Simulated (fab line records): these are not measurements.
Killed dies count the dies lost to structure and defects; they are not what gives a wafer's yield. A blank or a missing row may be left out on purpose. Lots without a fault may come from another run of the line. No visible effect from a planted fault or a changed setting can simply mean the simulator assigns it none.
What tool caused it? + flow gf180mcu + 36 wafers from 12 lots sampled at 5 of the route's 602 steps

WHAT THE GAUGES SHOWED, per wafer
GF_HV_LDD_OVL_MEAS_32. Usual: HV_LDD_02_OVL typically reads -0.8 nm, with standard deviation 1.5.
| lot  | measured     | on         | HV_LDD_02_OVL (nm) | flag |
|------|--------------|------------|--------------------|------|
| L543 | day 11 12:01 | overlay-02 | -2.4 -1.0 -1.8     |      |
| L544 | day 11 21:04 | overlay-02 | -1.7 -4.2 -2.8     |      |
| L545 | day 12 04:16 | overlay-02 | -1.2 0.7 -0.3      |      |
| L549 | day 13 18:13 | overlay-02 | 0.9 -0.5 -0.5      |      |
| L552 | day 15 09:48 | overlay-02 | -1.0 -0.9 -1.2     |      |
| L555 | day 16 07:47 | overlay-01 | -0.4 -1.5 -0.4     |      |
| L559 | day 17 06:05 | overlay-02 | 0.9 2.5 0.7        |      |
| L560 | day 17 09:55 | overlay-01 | -2.5 -1.2 -2.3     |      |
| L562 | day 17 20:53 | overlay-01 | -93.6 -93.6 -94.1  | OFF  |
| L563 | day 18 05:40 | overlay-01 | -95.5 -93.7 -94.4  | OFF  |
| L565 | day 19 01:35 | overlay-02 | 0.5 0.6 0.6        |      |
| L566 | day 19 04:17 | overlay-01 | 0.5 -1.8 -0.6      |      |

GF_PASSIVATION_BOW_MEAS_14. Usual: PASSIVATION_BOW typically reads 139 um, with standard deviation 9.8.
| lot  | measured     | on           | PASSIVATION_BOW (um) | flag |
|------|--------------|--------------|----------------------|------|
| L543 | day 29 00:23 | filmMetro-02 | 126 124 132          |      |
| L544 | day 29 08:33 | filmMetro-03 | 156 140 141          |      |
| L545 | day 29 14:58 | filmMetro-04 | 138 147 136          |      |
| L549 | day 31 01:11 | filmMetro-02 | 131 134 126          |      |
| L552 | day 32 11:58 | filmMetro-03 | 112 111 129          |      |
| L555 | day 33 04:34 | filmMetro-03 | 127 136 149          |      |
| L559 | day 33 19:26 | filmMetro-04 | 131 144 143          |      |
| L560 | day 34 00:31 | filmMetro-03 | 139 140 146          |      |
| L562 | day 34 08:01 | filmMetro-03 | 141 138 139          |      |
| L563 | day 34 13:37 | filmMetro-04 | 128 127 139          |      |
| L565 | day 35 02:07 | filmMetro-03 | 144 139 143          |      |
| L566 | day 35 03:38 | filmMetro-02 | 136 142 145          |      |

TOOL THAT RAN EACH LOT (tool first, then ch and the chambers of the sampled wafers, then the start)
| lot  | GF_HV_LDD_EXPOSE_28                | GF_M4_STRIP_17                      | GF_M5_METAL_ETCH_10              |
|------|------------------------------------|-------------------------------------|----------------------------------|
| L543 | ilineStepper-02 ch 0, day 11 03:28 | plasmaAsher-02 ch 0,1, day 23 10:41 | rieMetal-03 ch 0, day 26 06:19   |
| L544 | ilineStepper-02 ch 0, day 11 12:07 | plasmaAsher-02 ch 0,1, day 23 19:28 | rieMetal-02 ch 0,1, day 26 15:49 |
| L545 | ilineStepper-01 ch 0, day 11 19:40 | plasmaAsher-04 ch 0,1, day 24 04:55 | rieMetal-02 ch 0,1, day 27 00:09 |
| L549 | ilineStepper-01 ch 0, day 13 07:29 | plasmaAsher-01 ch 0,1, day 25 19:55 | rieMetal-01 ch 0,1, day 28 11:33 |
| L552 | ilineStepper-01 ch 0, day 14 22:49 | plasmaAsher-02 ch 0,1, day 27 10:56 | rieMetal-03 ch 1, day 30 00:58   |
| L555 | ilineStepper-01 ch 0, day 15 20:16 | plasmaAsher-02 ch 0,1, day 28 07:38 | rieMetal-02 ch 0,1, day 30 19:21 |
| L559 | ilineStepper-01 ch 0, day 16 18:22 | plasmaAsher-02 ch 0,1, day 29 02:19 | rieMetal-01 ch 0,1, day 31 10:46 |
| L560 | ilineStepper-02 ch 0, day 16 20:54 | plasmaAsher-01 ch 0,1, day 29 05:19 | rieMetal-02 ch 0,1, day 31 17:00 |
| L562 | ilineStepper-02 ch 0, day 17 09:33 | plasmaAsher-04 ch 1, day 29 16:10   | rieMetal-01 ch 0,1, day 32 00:52 |
| L563 | ilineStepper-02 ch 0, day 17 17:34 | plasmaAsher-01 ch 0,1, day 29 21:10 | rieMetal-03 ch 0, day 32 06:40   |
| L565 | ilineStepper-01 ch 0, day 18 14:04 | plasmaAsher-04 ch 0,1, day 30 13:06 | rieMetal-03 ch 0,1, day 32 21:28 |
| L566 | ilineStepper-01 ch 0, day 18 16:02 | plasmaAsher-04 ch 0,1, day 30 14:19 | rieMetal-03 ch 0,1, day 32 22:18 |
- GF_HV_LDD_EXPOSE_28: exposes mask Nplus HV AREA, target cd 400 nm.
- GF_M4_STRIP_17: strips in O2/N2.
- GF_M5_METAL_ETCH_10: etches the open film in Cl2/BCl3, stops on SiO2, target depth 750.8 nm, time 125.1 s.

AS READ BY THE TOOLS THEMSELVES (means over the sampled wafers that have a number; for cases with no such wafer, the mark the record gives instead)
GF_HV_LDD_EXPOSE_28. Usual: stageVelMmS 499.96 mm/s, standard deviation 0.22.
| lot  | tool            | stageVelMmS (mm/s) | flag |
|------|-----------------|--------------------|------|
| L543 | ilineStepper-02 | 499.90             |      |
| L544 | ilineStepper-02 | 499.93             |      |
| L545 | ilineStepper-01 | 499.87             |      |
| L549 | ilineStepper-01 | 500.12             |      |
| L552 | ilineStepper-01 | 500.02             |      |
| L555 | ilineStepper-01 | 499.99             |      |
| L559 | ilineStepper-01 | 500.22             |      |
| L560 | ilineStepper-02 | 499.89             |      |
| L562 | ilineStepper-02 | 499.90             |      |
| L563 | ilineStepper-02 | 500.00             |      |
| L565 | ilineStepper-01 | 500.09             |      |
| L566 | ilineStepper-01 | 499.89             |      |

GF_M4_STRIP_17. Usual: drypumpMotorCurrentA 5.8 A, standard deviation 0.35; heaterPowerW 321 W, standard deviation 42; n2FlowSccm 300.3 sccm, standard deviation 1; oesProductAu 0.539 a.u., standard deviation 0.0052; stripTimeToEndpointS 7.41 s, standard deviation 0.059.
| lot  | tool           | drypumpMotorCurrentA (A) | heaterPowerW (W) | n2FlowSccm (sccm) | oesProductAu (a.u.) | stripTimeToEndpointS (s) | flag |
|------|----------------|--------------------------|------------------|-------------------|---------------------|--------------------------|------|
| L543 | plasmaAsher-02 | 6.1                      | 348              | 301.2             | 0.538               | 7.33                     |      |
| L544 | plasmaAsher-02 | 6.2                      | 369              | 300.2             | 0.537               | 7.41                     |      |
| L545 | plasmaAsher-04 | 5.5                      | 297              | 300.7             | 0.539               | 7.32                     |      |
| L549 | plasmaAsher-01 | 5.4                      | 292              | 301.0             | 0.543               | 7.43                     |      |
| L552 | plasmaAsher-02 | 6.1                      | 350              | 300.7             | 0.542               | 7.42                     |      |
| L555 | plasmaAsher-02 | 6.1                      | 372              | 300.8             | 0.539               | 7.45                     |      |
| L559 | plasmaAsher-02 | 6.1                      | 349              | 300.0             | 0.535               | 7.40                     |      |
| L560 | plasmaAsher-01 | 5.4                      | 286              | 300.2             | 0.544               | 7.44                     |      |
| L562 | plasmaAsher-04 | 5.8                      | 266              | 301.1             | 0.535               | 7.37                     |      |
| L563 | plasmaAsher-01 | 5.4                      | 299              | 299.1             | 0.536               | 7.47                     |      |
| L565 | plasmaAsher-04 | 5.5                      | 298              | 299.7             | 0.534               | 7.32                     |      |
| L566 | plasmaAsher-04 | 5.6                      | 284              | 300.6             | 0.541               | 7.44                     |      |

GF_M5_METAL_ETCH_10. Usual: drypumpMotorCurrentA 5.87 A, standard deviation 0.18; oesProductAu 0.988 a.u., standard deviation 0.0064; throttleValvePct 28.231 %, standard deviation 0.01.
| lot  | tool        | drypumpMotorCurrentA (A) | oesProductAu (a.u.) | throttleValvePct (%) | flag |
|------|-------------|--------------------------|---------------------|----------------------|------|
| L543 | rieMetal-03 | 5.92                     | 0.986               | 28.233               |      |
| L544 | rieMetal-02 | 5.89                     | 0.988               | 28.239               |      |
| L545 | rieMetal-02 | 5.92                     | 0.988               | 28.235               |      |
| L549 | rieMetal-01 | 5.87                     | 0.987               | 28.226               |      |
| L552 | rieMetal-03 | 5.62                     | 0.999               | 28.217               |      |
| L555 | rieMetal-02 | 5.92                     | 0.986               | 28.233               |      |
| L559 | rieMetal-01 | 6.02                     | 0.984               | 28.238               |      |
| L560 | rieMetal-02 | 5.91                     | 0.988               | 28.232               |      |
| L562 | rieMetal-01 | 6.02                     | 0.988               | 28.230               |      |
| L563 | rieMetal-03 | 5.89                     | 0.991               | 28.236               |      |
| L565 | rieMetal-03 | 5.81                     | 0.997               | 28.223               |      |
| L566 | rieMetal-03 | 5.84                     | 0.998               | 28.217               |      |

THE ANSWER, worked out from the rows above alone
Rule: a lot counts as off when the mean over its wafers that have a number is more than 3 standard deviations away from the usual mean. Also off: a lot with no number at a reading for which 4 or more lots have one. Where the step has rows for the other lots, those lots are counted as sound. Order of review: gauges by route order, followed by the tools' own readings, for which a lot's mean as printed above is used. At the first step where some lot is off, the reading lying furthest off is the one used; lots without a number count as furthest.
Off: L562, L563, at GF_HV_LDD_OVL_MEAS_32 (HV_LDD_02_OVL).
A tool fits if, at a process step before that reading, it ran every lot that is off, and no sound lot after the first of them. The gauges at GF_HV_LDD_OVL_MEAS_32 are tried like those tools. One fits: ilineStepper-02 at GF_HV_LDD_EXPOSE_28. A fault onset in the window from L560 (day 16 20:54, its last sound lot) to L562 (day 17 09:33, its first lot off) fits.

WHAT THE SIMULATOR HAD INSERTED
Scanner matching overlay: ilineStepper-02, from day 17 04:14 on, at GF_HV_LDD_EXPOSE_28. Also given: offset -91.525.
Lots struck among those shown: L562, L563. The same result came from the rule above.
